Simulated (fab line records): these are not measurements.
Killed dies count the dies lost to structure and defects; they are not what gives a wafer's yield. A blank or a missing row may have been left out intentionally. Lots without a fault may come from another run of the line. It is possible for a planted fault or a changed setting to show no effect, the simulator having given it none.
Chamber matching	flow sfq line	4 sister chambers for SFQ_TRILAYER_I3_CMP_CMP_082 on cmp-02
The step polishes SiO2. 16 wafers are shown with their chamber, then 8 later ones without.

== WAFERS, EACH WITH ITS CHAMBER ==
wafer	chamber	motor current A (A)	time to endpoint s (s)
L494.1	2	9.3	211
L494.3	0	9.6	217
L494.4	1	10.2	220
L496.2	2	9.8	209
L496.5	0	9.3	211
L496.6	3	12.1	218
L497.3	3	12.0	212
L497.4	0	9.4	214
L497.6	3	11.7	222
L498.3	2	9.7	210
L498.1	1	10.1	206
L498.2	0	9.7	209
L506.1	2	9.3	211
L506.3	1	10.4	210
L506.5	2	9.4	210
L512.1	0	9.6	208

SIGNATURES (averages over the wafers above)
reading	chamber 0	chamber 1	chamber 2	chamber 3	scatter within a chamber
motor current A	9.520	10.233	9.500	11.933	0.196
time to endpoint s	211.80	212.00	210.20	217.33	4.21
Rule: a wafer lies at a distance from a chamber equal to the root of the sum of squares, over the readings, of (its reading less the chamber's mean, divided by the reading's scatter). If the next closest chamber is less than 2 further off than the closest, the wafer can't be placed; otherwise it belongs to the closest. The scatter is the square root of a quotient: the sum, over the shown wafers, of each reading's squared deviation from its chamber's mean, divided by wafers minus chambers.

== WAFERS WHOSE CHAMBER IS MISSING ==
wafer	motor current A (A)	time to endpoint s (s)
L512.4	10.7	206
L512.5	10.2	208
L514.3	9.7	209
L514.4	9.1	215
L514.5	9.6	217
L515.1	9.6	211
L515.2	9.2	205
L515.3	10.3	218

== WHICH CHAMBER EACH WENT THROUGH ==
wafer	from the rows above	in truth
L512.4	1	1
L512.5	1	1
L514.3	can't be placed: 2 or 0 or 1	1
L514.4	can't be placed: 0 or 2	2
L514.5	can't be placed: 0 or 2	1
L515.1	can't be placed: 0 or 2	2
L515.2	can't be placed: 2 or 0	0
L515.3	1	1
Placed correctly: 3 of 8. Unplaceable from these rows: 5, with the true chamber sitting among the candidates in 4. 0 placed wrongly.
